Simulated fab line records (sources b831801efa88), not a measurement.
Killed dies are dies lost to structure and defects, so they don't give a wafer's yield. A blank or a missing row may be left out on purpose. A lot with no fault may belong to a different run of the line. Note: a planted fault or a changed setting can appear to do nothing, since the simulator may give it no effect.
What tool caused it? || flow gf180mcu || 72 wafers from 24 lots sampled at 6 of the route's 602 steps

== WHAT EACH GAUGE READ, for each wafer ==
GF_POLY_GATE_THK_MEAS_17. Usual: POLY_GATE_OXIDATION_THK typically reads 3.98 nm, with standard deviation 0.088.
{"lot": "L074", "measured": "day 9 10:47", "on": "film_metro-01", "POLY_GATE_OXIDATION_THK (nm)": "4.03 4.06 3.98", "flag": ""}
{"lot": "L075", "measured": "day 9 11:36", "on": "film_metro-04", "POLY_GATE_OXIDATION_THK (nm)": "3.98 3.93 3.89", "flag": ""}
{"lot": "L076", "measured": "day 9 17:03", "on": "film_metro-04", "POLY_GATE_OXIDATION_THK (nm)": "3.88 3.82 3.90", "flag": ""}
{"lot": "L077", "measured": "day 9 22:01", "on": "film_metro-04", "POLY_GATE_OXIDATION_THK (nm)": "3.94 3.91 3.93", "flag": ""}
{"lot": "L078", "measured": "day 10 03:32", "on": "film_metro-04", "POLY_GATE_OXIDATION_THK (nm)": "3.93 3.88 3.87", "flag": ""}
{"lot": "L079", "measured": "day 10 16:32", "on": "film_metro-04", "POLY_GATE_OXIDATION_THK (nm)": "3.88 3.80 3.75", "flag": ""}
{"lot": "L080", "measured": "day 11 00:17", "on": "film_metro-01", "POLY_GATE_OXIDATION_THK (nm)": "3.80 3.91 3.92", "flag": ""}
{"lot": "L081", "measured": "day 11 12:23", "on": "film_metro-01", "POLY_GATE_OXIDATION_THK (nm)": "3.98 3.99 3.97", "flag": ""}
{"lot": "L082", "measured": "day 11 23:42", "on": "film_metro-04", "POLY_GATE_OXIDATION_THK (nm)": "3.92 3.94 3.88", "flag": ""}
{"lot": "L083", "measured": "day 12 00:55", "on": "film_metro-04", "POLY_GATE_OXIDATION_THK (nm)": "4.01 3.89 4.01", "flag": ""}
{"lot": "L084", "measured": "day 12 11:46", "on": "film_metro-01", "POLY_GATE_OXIDATION_THK (nm)": "4.00 4.12 3.99", "flag": ""}
{"lot": "L085", "measured": "day 12 22:20", "on": "film_metro-04", "POLY_GATE_OXIDATION_THK (nm)": "4.09 4.22 4.11", "flag": ""}
{"lot": "L086", "measured": "day 13 05:09", "on": "film_metro-01", "POLY_GATE_OXIDATION_THK (nm)": "4.04 4.08 4.04", "flag": ""}
{"lot": "L087", "measured": "day 13 15:52", "on": "film_metro-04", "POLY_GATE_OXIDATION_THK (nm)": "4.04 4.00 4.00", "flag": ""}
{"lot": "L088", "measured": "day 13 18:10", "on": "film_metro-04", "POLY_GATE_OXIDATION_THK (nm)": "4.07 4.00 4.04", "flag": ""}
{"lot": "L090", "measured": "day 14 02:55", "on": "film_metro-01", "POLY_GATE_OXIDATION_THK (nm)": "4.02 4.06 4.01", "flag": ""}
{"lot": "L089", "measured": "day 14 07:10", "on": "film_metro-01", "POLY_GATE_OXIDATION_THK (nm)": "4.01 3.90 4.02", "flag": ""}
{"lot": "L091", "measured": "day 14 10:46", "on": "film_metro-04", "POLY_GATE_OXIDATION_THK (nm)": "4.08 4.10 4.10", "flag": ""}
{"lot": "L092", "measured": "day 14 21:17", "on": "film_metro-02", "POLY_GATE_OXIDATION_THK (nm)": "3.80 3.94 3.86", "flag": ""}
{"lot": "L093", "measured": "day 15 04:10", "on": "film_metro-02", "POLY_GATE_OXIDATION_THK (nm)": "3.95 3.96 3.95", "flag": ""}
{"lot": "L094", "measured": "day 15 08:15", "on": "film_metro-01", "POLY_GATE_OXIDATION_THK (nm)": "4.02 4.06 4.03", "flag": ""}
{"lot": "L095", "measured": "day 15 11:58", "on": "film_metro-04", "POLY_GATE_OXIDATION_THK (nm)": "3.91 3.93 3.92", "flag": ""}
{"lot": "L096", "measured": "day 15 23:11", "on": "film_metro-01", "POLY_GATE_OXIDATION_THK (nm)": "3.91 4.01 4.00", "flag": ""}
{"lot": "L097", "measured": "day 16 06:16", "on": "film_metro-04", "POLY_GATE_OXIDATION_THK (nm)": "4.03 4.04 4.06", "flag": ""}

GF_V2_OVL_MEAS_15. Usual: V2_OVL typically reads 1 nm, with standard deviation 5.8.
{"lot": "L074", "measured": "day 20 09:20", "on": "overlay-01", "V2_OVL (nm)": "7 6 6", "flag": ""}
{"lot": "L075", "measured": "day 20 14:49", "on": "overlay-01", "V2_OVL (nm)": "-8 -16 -7", "flag": ""}
{"lot": "L076", "measured": "day 20 19:52", "on": "overlay-01", "V2_OVL (nm)": "11 4 2", "flag": ""}
{"lot": "L077", "measured": "day 21 04:47", "on": "overlay-02", "V2_OVL (nm)": "-3 2 7", "flag": ""}
{"lot": "L078", "measured": "day 21 08:13", "on": "overlay-01", "V2_OVL (nm)": "6 10 5", "flag": ""}
{"lot": "L079", "measured": "day 22 00:31", "on": "overlay-02", "V2_OVL (nm)": "5 -3 4", "flag": ""}
{"lot": "L080", "measured": "day 22 12:24", "on": "overlay-01", "V2_OVL (nm)": "1 0 0", "flag": ""}
{"lot": "L081", "measured": "day 23 02:22", "on": "overlay-01", "V2_OVL (nm)": "3 2 0", "flag": ""}
{"lot": "L082", "measured": "day 23 14:04", "on": "overlay-02", "V2_OVL (nm)": "4 -1 -3", "flag": ""}
{"lot": "L083", "measured": "day 23 19:22", "on": "overlay-02", "V2_OVL (nm)": "0 -1 -2", "flag": ""}
{"lot": "L084", "measured": "day 24 04:22", "on": "overlay-02", "V2_OVL (nm)": "-6 -7 -8", "flag": ""}
{"lot": "L085", "measured": "day 24 17:01", "on": "overlay-01", "V2_OVL (nm)": "1 7 9", "flag": ""}
{"lot": "L086", "measured": "day 25 00:24", "on": "overlay-02", "V2_OVL (nm)": "6 7 -4", "flag": ""}
{"lot": "L087", "measured": "day 25 13:46", "on": "overlay-01", "V2_OVL (nm)": "2 4 2", "flag": ""}
{"lot": "L088", "measured": "day 25 18:49", "on": "overlay-01", "V2_OVL (nm)": "-3 -2 0", "flag": ""}
{"lot": "L090", "measured": "day 25 23:37", "on": "overlay-01", "V2_OVL (nm)": "10 7 9", "flag": ""}
{"lot": "L089", "measured": "day 26 09:58", "on": "overlay-01", "V2_OVL (nm)": "2 5 6", "flag": ""}
{"lot": "L091", "measured": "day 26 08:23", "on": "overlay-01", "V2_OVL (nm)": "0 3 1", "flag": ""}
{"lot": "L092", "measured": "day 26 15:46", "on": "overlay-02", "V2_OVL (nm)": "-6 2 5", "flag": ""}
{"lot": "L093", "measured": "day 27 00:40", "on": "overlay-02", "V2_OVL (nm)": "4 0 -6", "flag": ""}
{"lot": "L094", "measured": "day 27 05:01", "on": "overlay-02", "V2_OVL (nm)": "-2 -6 5", "flag": ""}
{"lot": "L095", "measured": "day 27 06:16", "on": "overlay-02", "V2_OVL (nm)": "-5 -1 -2", "flag": ""}
{"lot": "L096", "measured": "day 27 16:52", "on": "overlay-02", "V2_OVL (nm)": "11 11 15", "flag": ""}
{"lot": "L097", "measured": "day 28 05:13", "on": "overlay-01", "V2_OVL (nm)": "-7 -4 -1", "flag": ""}

GF_M5_OVL_MEAS_08. Usual: M5_OVL typically reads -1 nm, with standard deviation 4.9.
{"lot": "L074", "measured": "day 26 07:02", "on": "overlay-01", "M5_OVL (nm)": "-1 -9 -4", "flag": ""}
{"lot": "L075", "measured": "day 29 11:44", "on": "overlay-01", "M5_OVL (nm)": "-6 1 -8", "flag": ""}
{"lot": "L076", "measured": "day 26 17:26", "on": "overlay-01", "M5_OVL (nm)": "0 -2 4", "flag": ""}
{"lot": "L077", "measured": "day 27 02:08", "on": "overlay-02", "M5_OVL (nm)": "-5 0 0", "flag": ""}
{"lot": "L078", "measured": "day 27 03:16", "on": "overlay-01", "M5_OVL (nm)": "7 8 2", "flag": ""}
{"lot": "L079", "measured": "day 27 16:31", "on": "overlay-01", "M5_OVL (nm)": "1 -2 -3", "flag": ""}
{"lot": "L080", "measured": "day 28 03:26", "on": "overlay-02", "M5_OVL (nm)": "-5 -5 1", "flag": ""}
{"lot": "L081", "measured": "day 28 15:55", "on": "overlay-01", "M5_OVL (nm)": "3 12 8", "flag": ""}
{"lot": "L082", "measured": "day 29 02:11", "on": "overlay-01", "M5_OVL (nm)": "-7 0 10", "flag": ""}
{"lot": "L083", "measured": "day 29 06:19", "on": "overlay-01", "M5_OVL (nm)": "-5 -8 -3", "flag": ""}
{"lot": "L084", "measured": "day 29 13:47", "on": "overlay-02", "M5_OVL (nm)": "-4 -6 7", "flag": ""}
{"lot": "L085", "measured": "day 30 01:23", "on": "overlay-01", "M5_OVL (nm)": "0 5 12", "flag": ""}
{"lot": "L086", "measured": "day 30 06:33", "on": "overlay-01", "M5_OVL (nm)": "-2 -2 -8", "flag": ""}
{"lot": "L087", "measured": "day 30 19:13", "on": "overlay-02", "M5_OVL (nm)": "2 3 -3", "flag": ""}
{"lot": "L088", "measured": "day 31 00:52", "on": "overlay-01", "M5_OVL (nm)": "-5 1 -8", "flag": ""}
{"lot": "L090", "measured": "day 31 04:16", "on": "overlay-01", "M5_OVL (nm)": "11 -1 3", "flag": ""}
{"lot": "L089", "measured": "day 31 11:49", "on": "overlay-01", "M5_OVL (nm)": "-3 3 -2", "flag": ""}
{"lot": "L091", "measured": "day 31 10:13", "on": "overlay-02", "M5_OVL (nm)": "-3 1 0", "flag": ""}
{"lot": "L092", "measured": "day 31 18:52", "on": "overlay-02", "M5_OVL (nm)": "0 -6 3", "flag": ""}
{"lot": "L093", "measured": "day 32 01:19", "on": "overlay-01", "M5_OVL (nm)": "-8 -3 -4", "flag": ""}
{"lot": "L094", "measured": "day 32 03:40", "on": "overlay-01", "M5_OVL (nm)": "-2 -1 1", "flag": ""}
{"lot": "L095", "measured": "day 32 05:22", "on": "overlay-01", "M5_OVL (nm)": "-2 -5 -8", "flag": ""}
{"lot": "L096", "measured": "day 32 16:17", "on": "overlay-01", "M5_OVL (nm)": "8 3 5", "flag": ""}
{"lot": "L097", "measured": "day 33 01:13", "on": "overlay-02", "M5_OVL (nm)": "5 -2 0", "flag": ""}

GF_V5_THK_MEAS_01. Usual: V5_CVD_00_THK typically reads 301 nm, with standard deviation 3.2.
{"lot": "L074", "measured": "day 26 07:49", "on": "film_metro-01", "V5_CVD_00_THK (nm)": "309 307 305", "flag": ""}
{"lot": "L075", "measured": "day 29 12:31", "on": "film_metro-01", "V5_CVD_00_THK (nm)": "300 302 298", "flag": ""}
{"lot": "L076", "measured": "day 26 18:14", "on": "film_metro-01", "V5_CVD_00_THK (nm)": "304 299 298", "flag": ""}
{"lot": "L077", "measured": "day 27 02:53", "on": "film_metro-04", "V5_CVD_00_THK (nm)": "300 300 298", "flag": ""}
{"lot": "L078", "measured": "day 27 04:08", "on": "film_metro-03", "V5_CVD_00_THK (nm)": "303 305 304", "flag": ""}
{"lot": "L079", "measured": "day 27 17:22", "on": "film_metro-03", "V5_CVD_00_THK (nm)": "299 305 301", "flag": ""}
{"lot": "L080", "measured": "day 28 04:13", "on": "film_metro-03", "V5_CVD_00_THK (nm)": "300 303 299", "flag": ""}
{"lot": "L081", "measured": "day 28 16:47", "on": "film_metro-03", "V5_CVD_00_THK (nm)": "303 301 299", "flag": ""}
{"lot": "L082", "measured": "day 29 02:59", "on": "film_metro-01", "V5_CVD_00_THK (nm)": "302 300 303", "flag": ""}
{"lot": "L083", "measured": "day 29 07:05", "on": "film_metro-03", "V5_CVD_00_THK (nm)": "308 300 303", "flag": ""}
{"lot": "L084", "measured": "day 29 14:38", "on": "film_metro-01", "V5_CVD_00_THK (nm)": "303 300 299", "flag": ""}
{"lot": "L085", "measured": "day 30 02:28", "on": "film_metro-03", "V5_CVD_00_THK (nm)": "303 302 304", "flag": ""}
{"lot": "L086", "measured": "day 30 07:44", "on": "film_metro-01", "V5_CVD_00_THK (nm)": "297 297 294", "flag": ""}
{"lot": "L087", "measured": "day 30 20:06", "on": "film_metro-01", "V5_CVD_00_THK (nm)": "307 302 308", "flag": ""}
{"lot": "L088", "measured": "day 31 01:39", "on": "film_metro-01", "V5_CVD_00_THK (nm)": "303 304 300", "flag": ""}
{"lot": "L090", "measured": "day 31 05:01", "on": "film_metro-01", "V5_CVD_00_THK (nm)": "302 305 305", "flag": ""}
{"lot": "L089", "measured": "day 31 12:36", "on": "film_metro-04", "V5_CVD_00_THK (nm)": "305 302 303", "flag": ""}
{"lot": "L091", "measured": "day 31 10:58", "on": "film_metro-01", "V5_CVD_00_THK (nm)": "301 300 300", "flag": ""}
{"lot": "L092", "measured": "day 31 19:38", "on": "film_metro-04", "V5_CVD_00_THK (nm)": "301 298 300", "flag": ""}
{"lot": "L093", "measured": "day 32 02:11", "on": "film_metro-01", "V5_CVD_00_THK (nm)": "298 305 302", "flag": ""}
{"lot": "L094", "measured": "day 32 04:32", "on": "film_metro-03", "V5_CVD_00_THK (nm)": "296 301 298", "flag": ""}
{"lot": "L095", "measured": "day 32 06:07", "on": "film_metro-01", "V5_CVD_00_THK (nm)": "305 304 306", "flag": ""}
{"lot": "L096", "measured": "day 32 17:04", "on": "film_metro-01", "V5_CVD_00_THK (nm)": "301 307 304", "flag": ""}
{"lot": "L097", "measured": "day 33 01:58", "on": "film_metro-04", "V5_CVD_00_THK (nm)": "302 293 297", "flag": ""}

GF_V5_BOW_MEAS_05. Usual: V5_BOW typically reads 132 um, with standard deviation 9.3.
{"lot": "L074", "measured": "day 26 08:22", "on": "film_metro-01", "V5_BOW (um)": "137 129 135", "flag": ""}
{"lot": "L075", "measured": "day 29 13:10", "on": "film_metro-01", "V5_BOW (um)": "151 132 146", "flag": ""}
{"lot": "L076", "measured": "day 26 18:46", "on": "film_metro-04", "V5_BOW (um)": "132 138 130", "flag": ""}
{"lot": "L077", "measured": "day 27 03:25", "on": "film_metro-01", "V5_BOW (um)": "126 133 121", "flag": ""}
{"lot": "L078", "measured": "day 27 04:40", "on": "film_metro-04", "V5_BOW (um)": "126 118 111", "flag": ""}
{"lot": "L079", "measured": "day 27 17:53", "on": "film_metro-01", "V5_BOW (um)": "129 128 133", "flag": ""}
{"lot": "L080", "measured": "day 28 04:46", "on": "film_metro-03", "V5_BOW (um)": "137 136 128", "flag": ""}
{"lot": "L081", "measured": "day 28 17:19", "on": "film_metro-03", "V5_BOW (um)": "129 125 123", "flag": ""}
{"lot": "L082", "measured": "day 29 03:36", "on": "film_metro-03", "V5_BOW (um)": "132 133 141", "flag": ""}
{"lot": "L083", "measured": "day 29 07:37", "on": "film_metro-01", "V5_BOW (um)": "126 125 126", "flag": ""}
{"lot": "L084", "measured": "day 29 15:16", "on": "film_metro-03", "V5_BOW (um)": "150 135 142", "flag": ""}
{"lot": "L085", "measured": "day 30 03:13", "on": "film_metro-03", "V5_BOW (um)": "129 119 124", "flag": ""}
{"lot": "L086", "measured": "day 30 08:30", "on": "film_metro-01", "V5_BOW (um)": "120 118 131", "flag": ""}
{"lot": "L087", "measured": "day 30 20:38", "on": "film_metro-01", "V5_BOW (um)": "131 125 136", "flag": ""}
{"lot": "L088", "measured": "day 31 02:22", "on": "film_metro-03", "V5_BOW (um)": "123 122 132", "flag": ""}
{"lot": "L090", "measured": "day 31 05:35", "on": "film_metro-01", "V5_BOW (um)": "125 111 119", "flag": ""}
{"lot": "L089", "measured": "day 31 13:08", "on": "film_metro-04", "V5_BOW (um)": "131 132 141", "flag": ""}
{"lot": "L091", "measured": "day 31 11:31", "on": "film_metro-01", "V5_BOW (um)": "132 134 138", "flag": ""}
{"lot": "L092", "measured": "day 31 20:10", "on": "film_metro-03", "V5_BOW (um)": "144 142 139", "flag": ""}
{"lot": "L093", "measured": "day 32 02:51", "on": "film_metro-03", "V5_BOW (um)": "128 126 125", "flag": ""}
{"lot": "L094", "measured": "day 32 05:04", "on": "film_metro-03", "V5_BOW (um)": "146 132 145", "flag": ""}
{"lot": "L095", "measured": "day 32 06:42", "on": "film_metro-04", "V5_BOW (um)": "130 139 135", "flag": ""}
{"lot": "L096", "measured": "day 32 17:36", "on": "film_metro-01", "V5_BOW (um)": "138 116 128", "flag": ""}
{"lot": "L097", "measured": "day 33 02:30", "on": "film_metro-01", "V5_BOW (um)": "143 151 149", "flag": ""}

== WHAT TOOL EACH LOT RAN ON (gives the tool, then ch and the chambers of the sampled wafers, and finally the start) ==
{"lot": "L074", "GF_M3_SPUTTER_03": "pvd_sputter-04, day 20 10:53"}
{"lot": "L075", "GF_M3_SPUTTER_03": "pvd_sputter-02, day 20 16:23"}
{"lot": "L076", "GF_M3_SPUTTER_03": "pvd_sputter-02, day 20 21:38"}
{"lot": "L077", "GF_M3_SPUTTER_03": "pvd_sputter-02, day 21 06:31"}
{"lot": "L078", "GF_M3_SPUTTER_03": "pvd_sputter-02, day 21 09:52"}
{"lot": "L079", "GF_M3_SPUTTER_03": "pvd_sputter-04, day 22 02:04"}
{"lot": "L080", "GF_M3_SPUTTER_03": "pvd_sputter-02, day 22 13:58"}
{"lot": "L081", "GF_M3_SPUTTER_03": "pvd_sputter-02, day 23 04:05"}
{"lot": "L082", "GF_M3_SPUTTER_03": "pvd_sputter-02, day 23 15:39"}
{"lot": "L083", "GF_M3_SPUTTER_03": "pvd_sputter-02, day 23 20:55"}
{"lot": "L084", "GF_M3_SPUTTER_03": "pvd_sputter-04, day 24 05:57"}
{"lot": "L085", "GF_M3_SPUTTER_03": "pvd_sputter-04, day 24 18:37"}
{"lot": "L086", "GF_M3_SPUTTER_03": "pvd_sputter-02, day 25 01:58"}
{"lot": "L087", "GF_M3_SPUTTER_03": "pvd_sputter-04, day 25 15:20"}
{"lot": "L088", "GF_M3_SPUTTER_03": "pvd_sputter-02, day 25 20:22"}
{"lot": "L090", "GF_M3_SPUTTER_03": "pvd_sputter-04, day 26 01:10"}
{"lot": "L089", "GF_M3_SPUTTER_03": "pvd_sputter-01, day 26 11:32"}
{"lot": "L091", "GF_M3_SPUTTER_03": "pvd_sputter-04, day 26 09:57"}
{"lot": "L092", "GF_M3_SPUTTER_03": "pvd_sputter-04, day 26 17:19"}
{"lot": "L093", "GF_M3_SPUTTER_03": "pvd_sputter-02, day 27 02:14"}
{"lot": "L094", "GF_M3_SPUTTER_03": "pvd_sputter-04, day 27 06:55"}
{"lot": "L095", "GF_M3_SPUTTER_03": "pvd_sputter-02, day 27 08:16"}
{"lot": "L096", "GF_M3_SPUTTER_03": "pvd_sputter-02, day 27 18:31"}
{"lot": "L097", "GF_M3_SPUTTER_03": "pvd_sputter-01, day 28 06:47"}
- GF_M3_SPUTTER_03: material Ti, target thk 10 nm, time 6.7 s.

== AS READ BY THE TOOLS THEMSELVES (means over the sampled wafers that have a number; for cases with no such wafer, the mark the record gives instead) ==
GF_M3_SPUTTER_03. Usual: 30.6 % for throttle_valve_pct, sd 0.88.
{"lot": "L074", "tool": "pvd_sputter-04", "throttle_valve_pct (%)": 31.2, "flag": ""}
{"lot": "L075", "tool": "pvd_sputter-02", "throttle_valve_pct (%)": 30.8, "flag": ""}
{"lot": "L076", "tool": "pvd_sputter-02", "throttle_valve_pct (%)": 30.6, "flag": ""}
{"lot": "L077", "tool": "pvd_sputter-02", "throttle_valve_pct (%)": 30.8, "flag": ""}
{"lot": "L078", "tool": "pvd_sputter-02", "throttle_valve_pct (%)": 30.9, "flag": ""}
{"lot": "L079", "tool": "pvd_sputter-04", "throttle_valve_pct (%)": 29.9, "flag": ""}
{"lot": "L080", "tool": "pvd_sputter-02", "throttle_valve_pct (%)": 30.6, "flag": ""}
{"lot": "L081", "tool": "pvd_sputter-02", "throttle_valve_pct (%)": 30.8, "flag": ""}
{"lot": "L082", "tool": "pvd_sputter-02", "throttle_valve_pct (%)": 30.8, "flag": ""}
{"lot": "L083", "tool": "pvd_sputter-02", "throttle_valve_pct (%)": 30.9, "flag": ""}
{"lot": "L084", "tool": "pvd_sputter-04", "throttle_valve_pct (%)": 29.9, "flag": ""}
{"lot": "L085", "tool": "pvd_sputter-04", "throttle_valve_pct (%)": 30.4, "flag": ""}
{"lot": "L086", "tool": "pvd_sputter-02", "throttle_valve_pct (%)": 30.6, "flag": ""}
{"lot": "L087", "tool": "pvd_sputter-04", "throttle_valve_pct (%)": 30.5, "flag": ""}
{"lot": "L088", "tool": "pvd_sputter-02", "throttle_valve_pct (%)": 30.5, "flag": ""}
{"lot": "L090", "tool": "pvd_sputter-04", "throttle_valve_pct (%)": 31.7, "flag": ""}
{"lot": "L089", "tool": "pvd_sputter-01", "throttle_valve_pct (%)": 29.1, "flag": ""}
{"lot": "L091", "tool": "pvd_sputter-04", "throttle_valve_pct (%)": 30.4, "flag": ""}
{"lot": "L092", "tool": "pvd_sputter-04", "throttle_valve_pct (%)": 30.6, "flag": ""}
{"lot": "L093", "tool": "pvd_sputter-02", "throttle_valve_pct (%)": 30.6, "flag": ""}
{"lot": "L094", "tool": "pvd_sputter-04", "throttle_valve_pct (%)": 31.1, "flag": ""}
{"lot": "L095", "tool": "pvd_sputter-02", "throttle_valve_pct (%)": 30.7, "flag": ""}
{"lot": "L096", "tool": "pvd_sputter-02", "throttle_valve_pct (%)": 30.6, "flag": ""}
{"lot": "L097", "tool": "pvd_sputter-01", "throttle_valve_pct (%)": 29.3, "flag": ""}

== THE ANSWER, worked out from the rows above alone ==
Rule: a lot is off if the mean of its wafers that have a number lies more than 3 standard deviations from the usual mean. A lot without any number at a reading at which 4 lots or more have one is off too. The other lots that the step has rows for count as sound. After the gauges, taken in route order, come the tools' own readings; for these a lot's mean is taken, as printed above. The first step at which some lot is off is used, and at that step the reading that is off furthest; a lot without a number counts as furthest.
Across all readings shown, no lot is off: no conclusion can be drawn from this.

== WHAT THE SIMULATOR HAD INSERTED ==
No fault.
